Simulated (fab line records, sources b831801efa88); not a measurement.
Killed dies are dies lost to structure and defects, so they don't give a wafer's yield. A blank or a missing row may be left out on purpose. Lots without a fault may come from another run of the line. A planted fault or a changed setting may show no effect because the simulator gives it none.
One fault seen from 2 desks | flow sky130 | each desk has only its own numbers; what lay behind them comes last

THE TOOL OWNER'S DESK: rie_diel-01
The tool's own readings at SKY_VIA3_ETCH_14 (etches BARC in N2/H2, stops on SiO2, time 45.9 s, target depth 60 nm): means of the sampled wafers that have a number, for each lot that ran on this tool. A lot is out of limits, marked OUT, if its mean lies more than 4 standard deviations from the usual mean; the brackets give that distance.
Columns: A = bias_w at SKY_VIA3_ETCH_14, usual 100.0 W; B = drypump_motor_current_A at SKY_VIA3_ETCH_14, usual 5.7 A; C = n2_flow_sccm at SKY_VIA3_ETCH_14, usual 100.0 sccm; D = oes_product_au at SKY_VIA3_ETCH_14, usual 0.855 a.u.; E = throttle_valve_pct at SKY_VIA3_ETCH_14, usual 13.225 %
lot  | first seen here | A              | B   | C     | D     | E
L865 | day 40 05:31    | 100.1          | 5.3 | 99.9  | 0.852 | 13.220
L870 | day 41 19:05    | 100.3          | 5.2 | 100.2 | 0.852 | 13.222
L873 | day 42 11:20    | 83.9 (-49) OUT | 5.2 | 100.0 | 0.848 | 13.226
L875 | day 43 01:31    | 83.8 (-49) OUT | 5.4 | 100.1 | 0.854 | 13.223
This desk's finding: out of limits on L873, L875; first on L873, day 42 11:20 (bias_w at SKY_VIA3_ETCH_14). In limits: L865, L870.

THE METROLOGY DESK
What the gauges read, lot by lot, whatever tool the lot ran on: means of the sampled wafers that have a number. A lot is out of limits, marked OUT, if its mean lies more than 4 standard deviations from the usual mean; the brackets give that distance.
Columns: A = VIA3_BOW at SKY_VIA3_BOW_MEAS_03, usual 80 um; B = cd_nm at SKY_VIA3_CD_MEAS_12, usual 199.6 nm; C = VIA3_OVL at SKY_VIA3_OVL_MEAS_13, usual -1 nm
lot  | first seen here | A  | B     | C
L865 | day 39 04:39    | 82 | 200.9 | -1
L870 | day 40 18:54    | 86 | 199.4 | -13
L873 | day 41 10:55    | 90 | 201.0 | -4
L875 | day 42 02:10    | 80 | 200.0 | 6
L883 | day 44 01:03    | 73 | 201.1 | 5
L882 | day 44 02:43    | 79 | 199.9 | -10
This desk's finding: nothing out of limits on any of the 6 lots.

PUT TOGETHER
The tool owner's desk could have raised an alarm at day 42 11:20, on L873, L875.
The metrology desk saw nothing out of limits.
The metrology desk has L873, L875 on record, within its limits.
Of the lots named, all ran SKY_VIA3_ETCH_14 on rie_diel-01.

WHAT THE SIMULATOR HAD PUT IN
Process parameter drift: rie_diel-01, from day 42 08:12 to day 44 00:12, at SKY_VIA3_ETCH_14. Setting bias_w, moved by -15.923, from 100. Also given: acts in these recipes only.
Lots struck among those shown: L873, L875.
Hours from the fault's start to each desk's first reading out of limits: the tool owner's desk, 3.
